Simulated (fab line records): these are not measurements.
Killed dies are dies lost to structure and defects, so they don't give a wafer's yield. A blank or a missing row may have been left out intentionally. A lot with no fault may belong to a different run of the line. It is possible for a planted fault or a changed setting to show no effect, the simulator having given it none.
Which tool did it? ; flow sky130 ; 24 lots, 72 wafers sampled, at 5 steps of a route of 708

WHAT THE GAUGES READ, wafer by wafer
SKY_VIA1_RS_MEAS_22: uses a four-point probe to measure.
lot;measured;on;VIA1_W_RS (ohm/sq)
L074;day 33 19:23;film metro-04;0.426 0.428 0.428
L075;day 34 09:49;film metro-01;0.427 0.428 0.429
L076;day 35 04:05;film metro-01;0.432 0.429 0.430
L077;day 35 13:46;film metro-03;0.421 0.431 0.435
L079;day 35 17:13;film metro-01;0.426 0.429 0.426
L078;day 36 00:28;film metro-04;0.434 0.430 0.431
L080;day 36 05:16;film metro-04;0.425 0.429 0.426
L081;day 36 18:10;film metro-04;0.418 0.426 0.424
L082;day 36 18:58;film metro-04;0.431 0.429 0.431
L083;day 36 20:29;film metro-03;0.424 0.419 0.424
L084;day 37 06:54;film metro-04;0.420 0.425 0.431
L085;day 37 16:59;film metro-04;0.427 0.429 0.428
L086;day 37 23:25;film metro-04;0.425 0.428 0.414
L087;day 38 08:40;film metro-03;0.432 0.428 0.431
L089;day 38 17:43;film metro-03;0.434 0.433 0.426
L088;day 38 19:26;film metro-03;0.429 0.420 0.418
L090;day 39 05:52;film metro-03;0.436 0.433 0.427
L091;day 39 12:27;film metro-04;0.433 0.432 0.433
L092;day 39 15:31;film metro-01;0.429 0.429 0.425
L093;day 39 23:17;film metro-04;0.428 0.436 0.438
L094;day 40 09:10;film metro-01;0.424 0.424 0.418
L095;day 40 09:22;film metro-01;0.428 0.419 0.429
L096;day 40 16:08;film metro-04;0.425 0.435 0.439
L097;day 41 01:39;film metro-03;0.428 0.420 0.430

SKY_CAPM_THK_MEAS_01.
lot;measured;on;CAPM_CVD_00_THK (nm)
L074;day 36 03:26;film metro-02;15.62 15.96 15.86
L075;day 36 17:44;film metro-04;15.86 16.08 15.74
L076;day 37 12:14;film metro-04;15.63 15.25 15.43
L077;day 37 20:37;film metro-04;15.53 15.68 15.46
L079;day 38 01:08;film metro-02;15.43 15.56 15.48
L078;day 38 08:16;film metro-01;15.16 15.26 15.32
L080;day 38 12:11;film metro-01;15.30 15.33 15.35
L081;day 39 01:10;film metro-01;15.11 15.47 15.45
L082;day 39 01:28;film metro-01;15.31 15.66 15.68
L083;day 39 02:55;film metro-02;15.71 15.80 15.68
L084;day 39 13:29;film metro-04;15.10 15.50 15.42
L085;day 39 23:37;film metro-01;15.47 15.44 15.65
L086;day 40 05:15;film metro-01;15.54 15.82 15.78
L087;day 40 13:46;film metro-01;15.55 15.60 15.67
L089;day 40 21:43;film metro-02;15.41 15.68 15.53
L088;day 41 00:43;film metro-01;15.64 15.53 15.76
L090;day 41 09:58;film metro-02;15.42 15.53 15.43
L091;day 41 16:56;film metro-02;15.21 15.02 15.49
L092;day 41 19:47;film metro-02;15.63 16.18 16.10
L093;day 42 03:01;film metro-01;15.34 15.71 15.63
L094;day 42 13:02;film metro-01;15.21 15.53 15.59
L095;day 42 13:56;film metro-04;15.63 15.91 15.72
L096;day 42 18:53;film metro-04;15.58 15.55 15.79
L097;day 43 04:57;film metro-02;15.47 15.61 15.82

WHAT TOOL EACH LOT RAN ON (gives the tool, then ch and the chambers of the sampled wafers, and finally the start)
lot;SKY_METAL3_SPUTTER_00;SKY_METAL3_SPUTTER_02;SKY_CAPM_CVD_00
L074;pvd sputter-04, day 36 03:13;pvd sputter-04, day 36 03:16;pecvd-02 ch 0,2, day 36 03:23
L075;pvd sputter-04, day 36 17:32;pvd sputter-04, day 36 17:35;pecvd-02 ch 1,2, day 36 17:42
L076;pvd sputter-04, day 37 12:03;pvd sputter-04, day 37 12:06;pecvd-02 ch 0,1,2, day 37 12:13
L077;pvd sputter-01, day 37 20:26;pvd sputter-01, day 37 20:29;pecvd-01 ch 0,2, day 37 20:35
L079;pvd sputter-04, day 38 00:56;pvd sputter-04, day 38 01:00;pecvd-01 ch 0,1,2, day 38 01:06
L078;pvd sputter-02, day 38 08:04;pvd sputter-02, day 38 08:07;pecvd-03 ch 0,1, day 38 08:13
L080;pvd sputter-04, day 38 12:01;pvd sputter-04, day 38 12:03;pecvd-01 ch 0,1,2, day 38 12:10
L081;pvd sputter-04, day 39 00:58;pvd sputter-04, day 39 01:01;pecvd-03 ch 0,1, day 39 01:08
L082;pvd sputter-02, day 39 01:16;pvd sputter-02, day 39 01:19;pecvd-02 ch 1,2, day 39 01:25
L083;pvd sputter-04, day 39 02:43;pvd sputter-04, day 39 02:46;pecvd-03 ch 0,1, day 39 02:53
L084;pvd sputter-02, day 39 13:19;pvd sputter-02, day 39 13:22;pecvd-03 ch 1,2, day 39 13:28
L085;pvd sputter-02, day 39 23:26;pvd sputter-02, day 39 23:29;pecvd-02 ch 0,1, day 39 23:35
L086;pvd sputter-01, day 40 04:57;pvd sputter-01, day 40 05:00;pecvd-03 ch 1,2, day 40 05:07
L087;pvd sputter-04, day 40 13:35;pvd sputter-04, day 40 13:38;pecvd-02 ch 1,2, day 40 13:44
L089;pvd sputter-02, day 40 21:31;pvd sputter-02, day 40 21:34;pecvd-02 ch 1,2, day 40 21:40
L088;pvd sputter-02, day 41 00:32;pvd sputter-02, day 41 00:35;pecvd-01 ch 0,1, day 41 00:41
L090;pvd sputter-02, day 41 09:47;pvd sputter-02, day 41 09:50;pecvd-01 ch 0,1, day 41 09:56
L091;pvd sputter-04, day 41 16:46;pvd sputter-04, day 41 16:49;pecvd-02 ch 0,2, day 41 16:55
L092;pvd sputter-04, day 41 19:37;pvd sputter-04, day 41 19:39;pecvd-03 ch 0,1,2, day 41 19:46
L093;pvd sputter-04, day 42 02:50;pvd sputter-04, day 42 02:53;pecvd-03 ch 0,1,2, day 42 02:59
L094;pvd sputter-01, day 42 12:52;pvd sputter-01, day 42 12:54;pecvd-01 ch 1,2, day 42 13:01
L095;pvd sputter-04, day 42 13:46;pvd sputter-04, day 42 13:48;pecvd-02 ch 0,1,2, day 42 13:55
L096;pvd sputter-01, day 42 18:43;pvd sputter-01, day 42 18:45;pecvd-03 ch 0,2, day 42 18:52
L097;pvd sputter-04, day 43 04:47;pvd sputter-04, day 43 04:49;pecvd-02 ch 0,1,2, day 43 04:56
- SKY_METAL3_SPUTTER_00: material Ti, target thk 15 nm, time 10 s.
- SKY_METAL3_SPUTTER_02: material AlCu, target thk 735 nm, time 39.1 s.
- SKY_CAPM_CVD_00: deposits SiO2, target thk 15.5 nm.

WHAT THE TOOLS THEMSELVES READ (means of the sampled wafers that have a number; where no wafer has one, the mark that the record gives instead)
SKY_METAL3_SPUTTER_00.
lot;tool;chamber pressure pa (Pa);throttle valve pct (%)
L074;pvd sputter-04;0.4000;30.8
L075;pvd sputter-04;0.4000;30.2
L076;pvd sputter-04;0.4006;30.7
L077;pvd sputter-01;0.3998;31.2
L079;pvd sputter-04;0.3998;30.7
L078;pvd sputter-02;0.4001;30.9
L080;pvd sputter-04;0.4007;30.2
L081;pvd sputter-04;0.4008;30.3
L082;pvd sputter-02;0.3995;30.5
L083;pvd sputter-04;0.3996;30.4
L084;pvd sputter-02;0.4004;30.5
L085;pvd sputter-02;0.4007;30.5
L086;pvd sputter-01;0.4006;31.4
L087;pvd sputter-04;0.4003;30.7
L089;pvd sputter-02;0.3993;30.3
L088;pvd sputter-02;0.4003;30.5
L090;pvd sputter-02;0.3997;30.7
L091;pvd sputter-04;0.3993;30.3
L092;pvd sputter-04;0.3997;30.6
L093;pvd sputter-04;0.3991;30.3
L094;pvd sputter-01;0.4001;31.0
L095;pvd sputter-04;0.4003;31.0
L096;pvd sputter-01;0.3999;31.3
L097;pvd sputter-04;0.4000;30.2

SKY_METAL3_SPUTTER_02.
lot;tool;chamber pressure pa (Pa);throttle valve pct (%)
L074;pvd sputter-04;0.4001;30.8
L075;pvd sputter-04;0.4004;30.3
L076;pvd sputter-04;0.4008;30.7
L077;pvd sputter-01;0.4003;31.3
L079;pvd sputter-04;0.3995;30.5
L078;pvd sputter-02;0.4003;30.8
L080;pvd sputter-04;0.4004;30.2
L081;pvd sputter-04;0.3997;30.0
L082;pvd sputter-02;0.3998;30.6
L083;pvd sputter-04;0.4002;30.4
L084;pvd sputter-02;0.3999;30.3
L085;pvd sputter-02;0.3996;30.4
L086;pvd sputter-01;0.4009;31.3
L087;pvd sputter-04;0.4002;30.6
L089;pvd sputter-02;0.4004;30.4
L088;pvd sputter-02;0.4001;30.6
L090;pvd sputter-02;0.4012;30.9
L091;pvd sputter-04;0.4005;30.1
L092;pvd sputter-04;0.4003;30.6
L093;pvd sputter-04;0.4003;30.3
L094;pvd sputter-01;0.3994;31.0
L095;pvd sputter-04;0.3999;30.9
L096;pvd sputter-01;0.4002;31.2
L097;pvd sputter-04;0.4009;30.1

SKY_CAPM_CVD_00.
lot;tool;heater power w (W)
L074;pecvd-02;745
L075;pecvd-02;772
L076;pecvd-02;710
L077;pecvd-01;694
L079;pecvd-01;736
L078;pecvd-03;675
L080;pecvd-01;678
L081;pecvd-03;611
L082;pecvd-02;781
L083;pecvd-03;580
L084;pecvd-03;726
L085;pecvd-02;752
L086;pecvd-03;687
L087;pecvd-02;665
L089;pecvd-02;790
L088;pecvd-01;654
L090;pecvd-01;650
L091;pecvd-02;672
L092;pecvd-03;583
L093;pecvd-03;663
L094;pecvd-01;796
L095;pecvd-02;775
L096;pecvd-03;565
L097;pecvd-02;769

THE ANSWER, worked out from the rows above alone
Rule: what is usual is taken from the lots themselves. The widest of any qualifying gaps counts: lots, ordered by their means at a reading, are off when they make up no more than a third of the lots, leave a main group of 4 or more, and stand apart from it by 3 or more times the standard deviation of that group's means. The tables above print the reading to a certain number of digits; a main group whose means all agree to those digits is not used. Also off: a lot with no number at a reading for which 4 or more lots have one. All remaining lots with rows at the step are treated as sound. The gauges are gone through in route order, then the tools' own readings, and for those a lot's mean is taken as printed above. At the first step where some lot is off, the reading lying furthest off is the one used; lots without a number count as furthest.
No lot is off on any of the readings shown, so nothing can be concluded from this.

WHAT THE SIMULATOR PUT IN
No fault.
